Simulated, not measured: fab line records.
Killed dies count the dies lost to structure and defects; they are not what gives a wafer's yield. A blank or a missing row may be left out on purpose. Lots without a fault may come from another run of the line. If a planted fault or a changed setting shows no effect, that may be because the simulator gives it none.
2 desks looking at one fault | flow gf180mcu | numbers are kept per desk, each desk with only its own; the story behind them comes last

== FOR THE TOOL OWNER'S DESK: implanter-03 ==
The tool's own readings at GF_HV_LDD_IMPLANT_33, given as means over the sampled wafers that have a number, one for each lot that went through this tool. Marked OUT: a lot whose mean sits more than 4 standard deviations from the usual mean, which makes it out of limits; the brackets give that distance.
Columns: A = dose-ions-cm2 at GF_HV_LDD_IMPLANT_33, usual 7.5e+12; B = faraday-current-uA at GF_HV_LDD_IMPLANT_33, usual 42.3
lot  | first seen here | A                 | B
L450 | day 12 00:08    | 7.5e+12           | 42.9
L459 | day 15 02:48    | 8.3e+12 (+95) OUT | 47.0 (+5.8) OUT
L461 | day 15 18:52    | 8.3e+12 (+94) OUT | 45.8 (+4.3) OUT
Finding of this desk: L459, L461 out of limits; the first was L459 at day 15 02:48, on dose-ions-cm2 at GF_HV_LDD_IMPLANT_33. L450 stayed within limits.

== AT THE METROLOGY DESK ==
What the gauges read, lot by lot, whatever tool the lot ran on: means of the sampled wafers that have a number. Marked OUT: a lot whose mean sits more than 4 standard deviations from the usual mean, which makes it out of limits; the brackets give that distance.
Columns: A = HV_LDD_2_TW at GF_HV_LDD_TW_MEAS_23, usual 1057; B = cd-nm at GF_HV_LDD_CD_MEAS_31, usual 400.3 nm; C = HV_LDD_02_OVL at GF_HV_LDD_OVL_MEAS_32, usual 0.8 nm
lot  | first seen here | A    | B     | C
L450 | day 11 05:57    | 1053 | 401.1 | 2.3
L455 | day 13 02:09    | 1046 | 398.9 | -0.5
L459 | day 14 06:35    | 1054 | 398.6 | 2.4
L461 | day 14 21:23    | 1057 | 401.4 | -0.2
L465 | day 16 19:13    | 1053 | 396.6 | 0.1
L466 | day 16 21:58    | 1072 | 401.4 | 0.0
This desk found nothing out of limits on any of the 6 lots.

== ALL TOGETHER ==
An alarm could have come from the tool owner's desk at day 15 02:48, on L459, L461.
Nothing out of limits was seen by the metrology desk.
The metrology desk holds a record of L459, L461, inside its limits.
All the named lots went through GF_HV_LDD_IMPLANT_33 on implanter-03.

== WHAT HAD BEEN PUT IN BY THE SIMULATOR ==
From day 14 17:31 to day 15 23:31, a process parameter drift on implanter-03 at GF_HV_LDD_IMPLANT_33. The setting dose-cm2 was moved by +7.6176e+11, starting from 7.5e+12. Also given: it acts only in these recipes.
Struck lots among those shown: L459, L461.
Hours from the fault's start to each desk's first reading out of limits: the tool owner's desk, 9.
